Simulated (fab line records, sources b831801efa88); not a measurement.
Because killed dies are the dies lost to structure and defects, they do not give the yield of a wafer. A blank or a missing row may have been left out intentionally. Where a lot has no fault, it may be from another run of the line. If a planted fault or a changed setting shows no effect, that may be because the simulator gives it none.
The tool behind it: which one? || flow gf180mcu || 7 lots, 21 wafers sampled, at 2 steps of a route of 602

== WHAT THE GAUGES SHOWED, per wafer ==
GF_DNWELL_TW_MEAS_09.
{"lot": "L168", "measured": "day 3 00:41", "on": "film metro-01", "DNWELL_TW": "1350 1352 1348"}
{"lot": "L171", "measured": "day 3 16:15", "on": "film metro-01", "DNWELL_TW": "1351 1365 1363"}
{"lot": "L174", "measured": "day 4 07:47", "on": "film metro-03", "DNWELL_TW": "1336 1332 1330"}
{"lot": "L176", "measured": "day 4 19:56", "on": "film metro-01", "DNWELL_TW": "1357 1353 1353"}
{"lot": "L181", "measured": "day 5 20:57", "on": "film metro-03", "DNWELL_TW": "1312 1309 1312"}
{"lot": "L186", "measured": "day 6 23:07", "on": "film metro-03", "DNWELL_TW": "1358 1361 1361"}
{"lot": "L189", "measured": "day 7 16:42", "on": "film metro-03", "DNWELL_TW": "1344 1343 1348"}

== WHAT TOOL EACH LOT RAN ON (gives the tool, then ch and the chambers of the sampled wafers, and finally the start) ==
{"lot": "L168", "GF_DNWELL_IMPLANT_07": "implanter-02 ch 0, day 3 00:26"}
{"lot": "L171", "GF_DNWELL_IMPLANT_07": "implanter-02 ch 0, day 3 16:00"}
{"lot": "L174", "GF_DNWELL_IMPLANT_07": "implanter-03 ch 0, day 4 07:32"}
{"lot": "L176", "GF_DNWELL_IMPLANT_07": "implanter-03 ch 0, day 4 19:41"}
{"lot": "L181", "GF_DNWELL_IMPLANT_07": "implanter-03 ch 0, day 5 20:42"}
{"lot": "L186", "GF_DNWELL_IMPLANT_07": "implanter-04 ch 0, day 6 22:52"}
{"lot": "L189", "GF_DNWELL_IMPLANT_07": "implanter-04 ch 0, day 7 16:25"}
- GF_DNWELL_IMPLANT_07

== THE ANSWER, worked out from the rows above alone ==
Rule: usual is defined by the lots themselves. Put in order of their means at a reading, lots are off if they are a third of the lots or fewer, leave a main group of 4 or more, and stand apart from it by a gap of 3 or more times the standard deviation of the main group's means; of several such gaps the widest counts. Not used: any main group whose means are identical at the precision the tables above print for the reading. Also off: a lot with no number at a reading for which 4 or more lots have one. Any other lot the step has rows for is counted as sound.
Nothing can be told from this: no lot is off at any reading shown.

== WHAT HAD BEEN PUT IN BY THE SIMULATOR ==
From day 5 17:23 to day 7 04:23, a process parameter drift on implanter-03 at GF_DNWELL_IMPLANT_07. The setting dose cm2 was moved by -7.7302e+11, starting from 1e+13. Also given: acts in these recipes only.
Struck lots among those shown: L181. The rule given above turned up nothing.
